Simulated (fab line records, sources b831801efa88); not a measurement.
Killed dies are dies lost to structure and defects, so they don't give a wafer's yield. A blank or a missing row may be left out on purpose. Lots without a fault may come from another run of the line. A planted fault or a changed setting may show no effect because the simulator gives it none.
Which tool did it? | flow sky130 | 13 lots, 39 wafers sampled, at 3 steps of a route of 708

WHAT THE GAUGES READ, wafer by wafer
SKY_LOCAL_INTERCONNECT_RS_MEAS_01: measures by four-point-probe.
lot  | measured     | on            | LOCAL_INTERCONNECT_TIN_RS (ohm/sq)
L385 | day 29 21:44 | film_metro-04 | 14.06 14.16 14.01
L386 | day 30 03:12 | film_metro-03 | 13.95 13.88 13.97
L387 | day 31 07:17 | film_metro-01 | 14.14 14.18 14.27
L388 | day 31 16:02 | film_metro-04 | 14.12 14.14 14.00
L389 | day 32 08:10 | film_metro-04 | 14.03 14.16 14.17
L391 | day 32 13:55 | film_metro-03 | 14.15 14.14 14.05
L392 | day 33 09:59 | film_metro-03 | 13.95 13.97 14.03
L398 | day 34 05:30 | film_metro-03 | 18.95 13.90 13.99
L400 | day 34 14:17 | film_metro-01 | 14.08 18.65 13.90
L401 | day 34 23:37 | film_metro-03 | 18.99 14.05 14.17
L403 | day 36 08:08 | film_metro-01 | 14.27 14.26 14.15
L405 | day 36 08:37 | film_metro-04 | 14.38 14.21 14.16
L406 | day 36 18:57 | film_metro-04 | 14.12 14.07 14.08

SKY_LOCAL_INTERCONNECT_THK_MEAS_02: measures by xrf.
lot  | measured     | on            | LOCAL_INTERCONNECT_TIN_THK (nm)
L385 | day 29 21:50 | film_metro-04 | 102.1 101.3 102.3
L386 | day 30 03:19 | film_metro-03 | 102.7 103.3 102.8
L387 | day 31 07:23 | film_metro-01 | 101.2 100.8 100.2
L388 | day 31 16:08 | film_metro-04 | 101.6 101.4 102.1
L389 | day 32 08:17 | film_metro-04 | 102.7 101.7 101.9
L391 | day 32 14:02 | film_metro-03 | 101.6 101.5 102.0
L392 | day 33 10:06 | film_metro-03 | 103.3 102.2 101.7
L398 | day 34 05:36 | film_metro-03 | 76.5 103.0 102.5
L400 | day 34 14:23 | film_metro-01 | 100.8 77.6 102.9
L401 | day 34 23:44 | film_metro-03 | 76.4 102.0 100.8
L403 | day 36 08:14 | film_metro-01 | 99.8 99.7 100.6
L405 | day 36 08:43 | film_metro-04 | 99.7 100.7 100.5
L406 | day 36 19:04 | film_metro-04 | 100.9 101.5 101.9

WHICH TOOL RAN EACH LOT (tool, then ch and the chambers of the sampled wafers, then the start)
lot  | SKY_LOCAL_INTERCONNECT_SPUTTER_00
L385 | pvd_sputter-01, day 29 21:38
L386 | pvd_sputter-02, day 30 03:08
L387 | pvd_sputter-02, day 31 07:10
L388 | pvd_sputter-02, day 31 15:56
L389 | pvd_sputter-02, day 32 08:06
L391 | pvd_sputter-01, day 32 13:51
L392 | pvd_sputter-01, day 33 09:55
L398 | pvd_sputter-01, day 34 05:24
L400 | pvd_sputter-01, day 34 14:11
L401 | pvd_sputter-01, day 34 23:32
L403 | pvd_sputter-02, day 36 08:03
L405 | pvd_sputter-04, day 36 08:31
L406 | pvd_sputter-04, day 36 18:53
- SKY_LOCAL_INTERCONNECT_SPUTTER_00: material TiN, target thk 100 nm, time 83.3 s.

WHAT THE TOOLS THEMSELVES READ (means of the sampled wafers that have a number; where no wafer has one, the mark that the record gives instead)
SKY_LOCAL_INTERCONNECT_SPUTTER_00.
lot  | tool           | cathode_dc_power_W (W) | throttle_valve_pct (%)
L385 | pvd_sputter-01 | 6500.7                 | 29.1
L386 | pvd_sputter-02 | 6499.2                 | 29.5
L387 | pvd_sputter-02 | 6500.0                 | 30.7
L388 | pvd_sputter-02 | 6499.9                 | 30.0
L389 | pvd_sputter-02 | 6501.1                 | 30.2
L391 | pvd_sputter-01 | 6499.7                 | 29.3
L392 | pvd_sputter-01 | 6499.0                 | 29.2
L398 | pvd_sputter-01 | 6499.5                 | 29.2
L400 | pvd_sputter-01 | 6499.2                 | 29.3
L401 | pvd_sputter-01 | 6500.7                 | 29.4
L403 | pvd_sputter-02 | 6499.8                 | 30.6
L405 | pvd_sputter-04 | 6498.7                 | 30.0
L406 | pvd_sputter-04 | 6500.1                 | 30.3

THE ANSWER, worked out from the rows above alone
Rule: what is usual is taken from the lots themselves. Put in order of their means at a reading, lots are off if they are a third of the lots or fewer, leave a main group of 4 or more, and stand apart from it by a gap of 3 or more times the standard deviation of the main group's means; of several such gaps the widest counts. A main group whose means are all the same, to the digits that the tables above print for the reading, isn't used. A lot without any number at a reading at which 4 lots or more have one is off too. The other lots that the step has rows for count as sound. The gauges are gone through in route order, then the tools' own readings, and for those a lot's mean is taken as printed above. The first step at which some lot is off is used, and at that step the reading that is off furthest; a lot without a number counts as furthest.
Off: L398, L400, L401, at SKY_LOCAL_INTERCONNECT_RS_MEAS_01 (LOCAL_INTERCONNECT_TIN_RS). The main group: mean 14.11 ohm/sq, standard deviation 0.095.
A tool fits if, at a process step before that reading, it ran every lot that is off, and no sound lot after the first of them. The gauges at SKY_LOCAL_INTERCONNECT_RS_MEAS_01 are tried like those tools. One fits: pvd_sputter-01 at SKY_LOCAL_INTERCONNECT_SPUTTER_00. Its last sound lot is L392 (day 33 09:55), its first lot that is off L398 (day 34 05:24): a fault that began between those two fits.

WHAT THE SIMULATOR HAD PUT IN
Process parameter drift: pvd_sputter-01, from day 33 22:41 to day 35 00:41, at SKY_LOCAL_INTERCONNECT_SPUTTER_00. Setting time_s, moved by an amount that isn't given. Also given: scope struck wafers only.
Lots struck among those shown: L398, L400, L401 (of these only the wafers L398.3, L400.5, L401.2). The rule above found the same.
